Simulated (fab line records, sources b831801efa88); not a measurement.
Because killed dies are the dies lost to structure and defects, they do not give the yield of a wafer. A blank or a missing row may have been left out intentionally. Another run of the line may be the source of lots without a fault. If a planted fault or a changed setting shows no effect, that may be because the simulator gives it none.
fab line records -- flow sky130
record lots=6, wafers=18, lastDay=49
route steps=708 shown LOCAL_INTERCONNECT@404 CONTACT@406 PAD_OPEN@708
lots with no fault: from the same line, run without faults
startH: the number of hours between the record's first day and the start of the first shown wafer of the lot -- waitH: hours elapsed since this lot's preceding step -- " identical to the entry in the row above -- L1.1+2: a single row standing in for several wafers -- - value missing, or start not given -- * or withheld: withheld -- < > ~ a bound
route shown NAME@n: names a module that has steps shown in the file, with the first one's number in the route -- usual: mean and standard deviation over wafers with no fault -- same: alike in all rows -- chamber/n: place in a boat -- sites: readings site by site -- _std_site: standard deviation of those values -- _edge_site: outer sites' mean less inner sites' -- radiusMm: for every site, how far away it sits from the centre of the wafer -- mask NAME#n: copy n -- behind: the most recent tool/chamber to have shaped the wafer -- hold: the reason the lot was held/the length of the hold in hours/how it ended -- device: the n, p or np transistor that did not switch -- end of line: tests of these same wafers at the route's end -- step lacking rows: just its recipe -- killed: count of dies lost to structure and defects at first sort (not the wafer's yield) -- map: per-die view of a wafer (x killed, . not killed, _ where there is no die)
set.NAME: the run value of the setting; set.NAME@STEP: its run value at that earlier step -- model.NAME: the simulator's own value behind a step, which no gauge read
lots seen at some steps along the route; tables by step, rows by wafer
services: when a tool's chamber went out of use (startH, in hours from the record's first day, below 0 if earlier), for how many hours, and the reason
## steps
# step SKY_LOCAL_INTERCONNECT_CLEAN_17
# recipe chemistry=IPA, timeS=180, tempC=25
# step SKY_LOCAL_INTERCONNECT_CLEAN_18
# recipe chemistry=O3/DIW, dry=n2Spin
# step SKY_CONTACT_CVD_00
# recipe material=Si3N4, targetThkNm=75, tempC=400, timeS=withheld, rfW=450
# usual heaterPowerW=735/100
lot.wafer,tool,chamber,startH,waitH,heaterPowerW
L739.2,pecvd-04,0,738.55,0.0,949
L739.4,pecvd-04,1,738.55,0.0,703
L739.5,pecvd-04,2,738.55,0.0,790
L743.1,pecvd-03,0,772.45,0.0,883
L743.2,pecvd-03,2,772.45,0.0,511
L743.4,pecvd-03,2,772.45,0.0,512
L744.2,pecvd-02,0,779.54,0.0,659
L744.3,pecvd-02,1,779.54,0.0,678
L744.5,pecvd-02,1,779.54,0.0,694
L745.1,pecvd-04,0,786.58,0.0,896
L745.2,pecvd-04,2,786.58,0.0,764
L745.3,pecvd-04,1,786.58,0.0,703
L753.2,pecvd-02,2,849.36,0.0,750
L753.4,pecvd-02,1,849.36,0.0,750
L753.6,pecvd-02,0,849.36,0.0,636
L755.1,pecvd-02,1,862.12,0.0,593
L755.4,pecvd-02,2,862.12,0.0,654
L755.6,pecvd-02,1,862.12,0.0,620
# step SKY_CONTACT_THK_MEAS_01
# recipe reads=Si3N4_of_CONTACT_CVD_00
# usual CONTACT_CVD_00_THK=75.4/0.94
lot.wafer,tool,chamber,startH,waitH,CONTACT_CVD_00_THK[nm]
L739.2,filmMetro-01,-,738.59,-,75.1
L739.4,filmMetro-01,-,738.59,-,77.4
L739.5,filmMetro-01,-,738.59,-,76.3
L743.1,filmMetro-02,-,772.48,-,74.8
L743.2,filmMetro-02,-,772.48,-,74.8
L743.4,filmMetro-02,-,772.48,-,75.5
L744.2,filmMetro-01,-,779.58,-,75.0
L744.3,filmMetro-01,-,779.58,-,75.4
L744.5,filmMetro-01,-,779.58,-,77.2
L745.1,filmMetro-01,-,786.62,-,74.8
L745.2,filmMetro-01,-,786.62,-,75.6
L745.3,filmMetro-01,-,786.62,-,75.5
L753.2,filmMetro-03,-,849.40,-,75.2
L753.4,filmMetro-03,-,849.40,-,75.8
L753.6,filmMetro-03,-,849.40,-,77.2
L755.1,filmMetro-02,-,862.16,-,75.3
L755.4,filmMetro-02,-,862.16,-,74.9
L755.6,filmMetro-02,-,862.16,-,76.5
# step SKY_CONTACT_HDPCVD_02
# recipe material=SiO2, targetThkNm=565, sigmaOpenFrac=0.3, timeS=94.2, tempC=600, sih4FlowSccm=60, pressureMtorr=6
# step SKY_CONTACT_THK_MEAS_03
# recipe reads=SiO2_of_CONTACT_HDPCVD_02
# usual CONTACT_HDPCVD_THK=564/6.6
lot.wafer,tool,chamber,startH,waitH,CONTACT_HDPCVD_THK[nm]
L739.2,filmMetro-02,-,738.75,0.1,567
L739.4,filmMetro-02,-,738.75,0.1,558
L739.5,filmMetro-02,-,738.75,0.1,558
L743.1,filmMetro-02,-,772.61,0.0,558
L743.2,filmMetro-02,-,772.61,0.0,551
L743.4,filmMetro-02,-,772.61,0.0,557
L744.2,filmMetro-03,-,779.71,0.0,563
L744.3,filmMetro-03,-,779.71,0.0,570
L744.5,filmMetro-03,-,779.71,0.0,559
L745.1,filmMetro-02,-,786.74,0.0,569
L745.2,filmMetro-02,-,786.74,0.0,565
L745.3,filmMetro-02,-,786.74,0.0,571
L753.2,filmMetro-01,-,849.53,0.0,570
L753.4,filmMetro-01,-,849.53,0.0,566
L753.6,filmMetro-01,-,849.53,0.0,568
L755.1,filmMetro-01,-,862.29,0.0,559
L755.4,filmMetro-01,-,862.29,0.0,568
L755.6,filmMetro-01,-,862.29,0.0,565
# step SKY_CONTACT_CMP_04
# recipe material=SiO2, downForcePsi=4, platenRpm=60, padVelocityMS=0.94248
# usual motorCurrentA=11.8/1.5, timeToEndpointS=83/5
lot.wafer,tool,chamber,startH,waitH,motorCurrentA,timeToEndpointS
L739.2,cmp-02,1,738.80,0.0,9.3,82
L739.4,cmp-02,2,738.80,0.0,11.5,79
L739.5,cmp-02,1,738.80,0.0,9.7,80
L743.4,cmp-01,3,772.67,0.0,11.3,83
L743.1,cmp-01,0,772.67,0.0,9.3,80
L743.2,cmp-01,2,772.67,0.0,12.4,80
L744.3,cmp-02,3,779.76,0.0,12.9,90
L744.2,cmp-02,2,779.76,0.0,11.6,79
L744.5,cmp-02,3,779.76,0.0,12.3,81
L745.3,cmp-02,3,786.80,0.0,12.1,86
L745.1,cmp-02,1,786.80,0.0,9.6,79
L745.2,cmp-02,2,786.80,0.0,11.8,75
L753.2,cmp-02,1,849.58,0.0,9.8,81
L753.4,cmp-02,3,849.58,0.0,12.6,84
L753.6,cmp-02,1,849.58,0.0,9.5,77
L755.1,cmp-01,1,862.64,0.3,14.8,89
L755.4,cmp-01,2,862.64,0.3,11.9,93
L755.6,cmp-01,0,862.64,0.3,10.4,90
# step SKY_CONTACT_BOW_MEAS_05
# recipe mode=bow
# usual CONTACT_BOW=81/6.9
lot.wafer,tool,chamber,startH,waitH,CONTACT_BOW[um]
L739.2,filmMetro-01,-,739.12,0.3,84
L739.4,filmMetro-01,-,739.12,0.3,79
L739.5,filmMetro-01,-,739.12,0.3,77
L743.1,filmMetro-02,-,772.97,0.2,82
L743.2,filmMetro-02,-,772.97,0.2,89
L743.4,filmMetro-02,-,772.97,0.2,84
L744.2,filmMetro-02,-,780.08,0.1,78
L744.3,filmMetro-02,-,780.08,0.1,83
L744.5,filmMetro-02,-,780.08,0.1,81
L745.1,filmMetro-03,-,787.10,0.1,75
L745.2,filmMetro-03,-,787.10,0.1,89
L745.3,filmMetro-03,-,787.10,0.1,76
L753.2,filmMetro-03,-,849.90,0.3,78
L753.4,filmMetro-03,-,849.90,0.3,79
L753.6,filmMetro-03,-,849.90,0.3,94
L755.1,filmMetro-03,-,862.84,0.1,76
L755.4,filmMetro-03,-,862.84,0.1,79
L755.6,filmMetro-03,-,862.84,0.1,88
# step SKY_CONTACT_DEHYDRATE_06
# recipe tempC=200, timeS=60
# step SKY_CONTACT_HMDS_07
# recipe primeTimeS=60, primeTempC=120
# step SKY_CONTACT_COAT_08
# recipe resist=BARC, tempC=withheld, timeS=withheld, spinRpm=3000, resistThkNm=60
# step SKY_CONTACT_COAT_09
# recipe resist=KrF-thick, spinRpm=3000, resistThkNm=450
# step SKY_CONTACT_SOFTBAKE_10
# recipe tempC=100, timeS=90, resist=KrF-thick
# usual chillPlateTempC=22.97/0.094, plateTempC=99.99/0.13, resistLineTempC=23.00/0.1, runLengthS=119.26/0.18
lot.wafer,tool,chamber,startH,waitH,chillPlateTempC,plateTempC,resistLineTempC,runLengthS
L739.2,lithoTrack-02,0,753,-,23.11,99.82,23.08,119.28
L739.4,lithoTrack-02,0,753,-,22.94,99.70,22.95,119.33
L739.5,lithoTrack-02,0,753,-,23.09,99.93,23.12,119.35
L743.1,lithoTrack-03,0,786,-,22.84,100.16,23.01,132.99
L743.2,lithoTrack-03,0,786,-,23.01,100.01,22.98,132.99
L743.4,lithoTrack-03,0,786,-,22.99,100.14,23.04,132.84
L744.2,lithoTrack-03,0,793,-,23.03,100.04,22.82,132.91
L744.3,lithoTrack-03,0,793,-,23.01,99.79,22.93,133.14
L744.5,lithoTrack-03,0,793,-,22.96,100.09,22.77,133.15
L745.1,lithoTrack-01,0,799,-,23.03,100.08,22.97,119.43
L745.2,lithoTrack-01,0,799,-,23.12,100.09,23.02,119.21
L745.3,lithoTrack-01,0,799,-,23.11,99.92,23.08,119.31
L753.2,lithoTrack-01,0,862,-,22.82,100.23,23.09,119.33
L753.4,lithoTrack-01,0,862,-,22.88,100.06,23.20,119.21
L753.6,lithoTrack-01,0,862,-,22.97,100.11,23.09,119.52
L755.1,lithoTrack-03,0,876,-,23.03,100.17,22.96,119.09
L755.4,lithoTrack-03,0,876,-,23.03,100.07,23.02,119.01
L755.6,lithoTrack-03,0,876,-,22.99,100.35,23.04,119.10
# step SKY_CONTACT_EXPOSE_11
# recipe maskId=CTM1, na=0.8, sourceShape=annular, sigmaInner=0.55, sigmaOuter=0.85, targetCdNm=170, doseMj=38
# step SKY_PAD_OPEN_PROBE_99
# usual killed_at_M0_to_M3=43/6.3, killed_at_M4_up=3.1/1.9, killedAtContacts=24/5.1, killedAtFrontEnd=14/4.3, killedAtOther=0.3/0.53, killedDies=85/8.8, killedOpen=46/7.1, killedShort=38/5.9
# same grossDies=492, killedAtBackSide=0
lot.wafer,tool,chamber,startH,waitH,killed_at_M0_to_M3,killed_at_M4_up,killedAtContacts,killedAtFrontEnd,killedAtOther,killedDies,killedOpen,killedShort
L743.1,prober-01,-,1124.78,0.1,30,1,28,13,0,72,40,32
L743.2,prober-01,-,1124.83,0.1,43,5,38,18,0,104,61,43
L743.4,prober-01,-,1124.93,0.2,46,5,16,18,0,85,44,41
L744.2,prober-02,-,1127.59,0.1,35,5,28,13,0,81,40,40
L744.3,prober-02,-,1127.64,0.2,46,5,27,9,0,87,55,32
L744.5,prober-02,-,1127.74,0.2,44,4,35,24,0,107,67,40
L745.1,prober-01,-,1132.57,0.1,34,2,28,10,0,74,35,39
L745.2,prober-01,-,1132.62,0.1,38,0,23,14,1,76,37,39
L745.3,prober-01,-,1132.67,0.2,47,5,31,12,0,95,55,40
L755.1,prober-01,-,1186.40,0.1,36,5,26,19,0,86,47,39
L755.4,prober-01,-,1186.55,0.2,33,1,35,17,0,86,53,32
L755.6,prober-01,-,1186.65,0.2,33,2,20,16,0,71,38,33
# killed by level:class
L743.1 LI_CONTACT:geometricParticle:open=9 CONTACT:geometricParticle:open=8 LOCAL_INTERCONNECT:geometricParticle:short=7 VIA1:geometricParticle:open=6 METAL2:geometricParticle:short=4 FIELD_ISO:geometricParticle:open=4 VIA3:geometricParticle:short=4 VIA3:geometricParticle:open=4
L743.2 CONTACT:geometricParticle:open=15 LI_CONTACT:geometricParticle:open=11 VIA2:geometricParticle:open=10 VIA1:geometricParticle:open=9 POLY_GATE:geometricParticle:open=6 VIA2:geometricParticle:short=6 FIELD_ISO:geometricParticle:short=5 CONTACT:geometricParticle:short=5
L743.4 VIA1:geometricParticle:open=15 VIA3:geometricParticle:open=6 VIA1:geometricParticle:short=6 POLY_GATE:geometricParticle:short=5 POLY_GATE:geometricParticle:open=5 CONTACT:geometricParticle:open=5 METAL2:geometricParticle:short=5 FIELD_ISO:geometricParticle:open=4
L744.2 VIA1:geometricParticle:open=10 CONTACT:geometricParticle:open=7 CONTACT:geometricParticle:short=7 LOCAL_INTERCONNECT:geometricParticle:short=6 LI_CONTACT:geometricParticle:open=5 VIA3:geometricParticle:open=5 FIELD_ISO:geometricParticle:short=4 POLY_GATE:geometricParticle:short=3
L744.3 VIA1:geometricParticle:open=17 LI_CONTACT:geometricParticle:open=10 VIA3:geometricParticle:open=8 CONTACT:geometricParticle:open=8 CONTACT:geometricParticle:short=5 METAL1:geometricParticle:short=5 METAL4:geometricParticle:short=4 FIELD_ISO:geometricParticle:open=3
L744.5 CONTACT:geometricParticle:open=13 VIA1:geometricParticle:open=12 LI_CONTACT:geometricParticle:open=10 FIELD_ISO:geometricParticle:open=8 CONTACT:geometricParticle:short=6 VIA2:geometricParticle:open=6 VIA3:geometricParticle:open=5 FIELD_ISO:geometricParticle:short=4
L745.1 CONTACT:geometricParticle:open=8 CONTACT:geometricParticle:short=7 VIA1:geometricParticle:short=7 VIA3:geometricParticle:open=7 METAL1:geometricParticle:short=6 LI_CONTACT:geometricParticle:open=5 LOCAL_INTERCONNECT:geometricParticle:short=4 LI_CONTACT:geometricParticle:short=3
L745.2 VIA1:geometricParticle:open=8 LI_CONTACT:geometricParticle:open=7 CONTACT:geometricParticle:short=7 VIA3:geometricParticle:open=7 VIA1:geometricParticle:short=6 FIELD_ISO:geometricParticle:short=5 CONTACT:geometricParticle:open=5 METAL3:geometricParticle:short=5
L745.3 CONTACT:geometricParticle:open=14 METAL2:geometricParticle:short=11 VIA1:geometricParticle:open=8 VIA3:geometricParticle:open=8 VIA2:geometricParticle:open=6 CONTACT:geometricParticle:short=6 LI_CONTACT:geometricParticle:open=5 METAL1:geometricParticle:short=5
L755.1 CONTACT:geometricParticle:open=10 VIA1:geometricParticle:open=9 FIELD_ISO:geometricParticle:short=6 FIELD_ISO:geometricParticle:open=6 CONTACT:geometricParticle:short=6 VIA3:geometricParticle:open=6 METAL1:geometricParticle:short=5 METAL2:geometricParticle:short=5
L755.4 CONTACT:geometricParticle:open=12 CONTACT:geometricParticle:short=8 VIA1:geometricParticle:open=8 POLY_GATE:geometricParticle:open=7 FIELD_ISO:geometricParticle:open=6 LI_CONTACT:geometricParticle:short=5 VIA3:geometricParticle:open=5 LI_CONTACT:geometricParticle:open=4
L755.6 CONTACT:geometricParticle:open=6 VIA1:geometricParticle:open=6 VIA3:geometricParticle:open=5 FIELD_ISO:geometricParticle:open=4 POLY_GATE:geometricParticle:open=4 POLY_GATE:geometricParticle:short=4 LI_CONTACT:geometricParticle:open=4 LI_CONTACT:geometricParticle:short=4
## services
tool,chamber,startH,hours,kind
cmp-01,-,716.01,1.7,repair
pecvd-02,2,717.49,5.5,scheduledDown
cmp-01,-,718.97,5.5,pm
pecvd-03,-,733.98,2.8,repair
pecvd-03,-,736.77,2.8,pm
pecvd-02,0,743.38,2.1,scheduledDown
cmp-02,-,744.00,4.0,pm
cmp-02,-,748.00,-,consumableReplace:conditioner
cmp-02,-,748.00,-,consumableReplace:pad
pecvd-03,0,759.12,5.2,repair
cmp-02,-,771.70,7.8,repair
pecvd-04,-,781.77,2.1,repair
cmp-02,-,793.49,3.2,repair
cmp-01,-,802.23,0.9,repair
cmp-02,-,825.09,4.3,pm
cmp-02,-,830.75,5.3,pm
pecvd-04,-,833.05,2.7,repair
pecvd-04,-,840.93,1.0,repair
cmp-02,-,842.23,0.2,repair
pecvd-02,1,851.35,5.4,repair
pecvd-02,-,855.55,5.5,pm
cmp-02,-,855.82,13.4,pm
pecvd-04,-,872.16,1.4,repair
pecvd-02,2,873.25,9.4,repair
## key
firstSign step=SKY_CONTACT_SOFTBAKE_10, reading=runLengthS, direction=up, sigmas=78, usual=*, struck=*
effect none on later readings
metAt SKY_CONTACT_SOFTBAKE_10
struckWafers L743.1,L743.2,L743.4,L744.2,L744.3,L744.5
testerLeftOut L743,L744
fault kind=processParameterDrift, tool=lithoTrack-03, chamber=-, onsetH=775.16, steps=SKY_CONTACT_SOFTBAKE_10, channel=timeS, offset=*, shape=step, endH=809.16, actsIn=*, stated=*
# testerLeftOut: of these lots the tester's yield and bins aren't shown, on N5 and GAA mostly nor the transistor test; their killed dies are dies lost to structure and defects alone, not to doping, threshold or leakage, so they don't give the yield
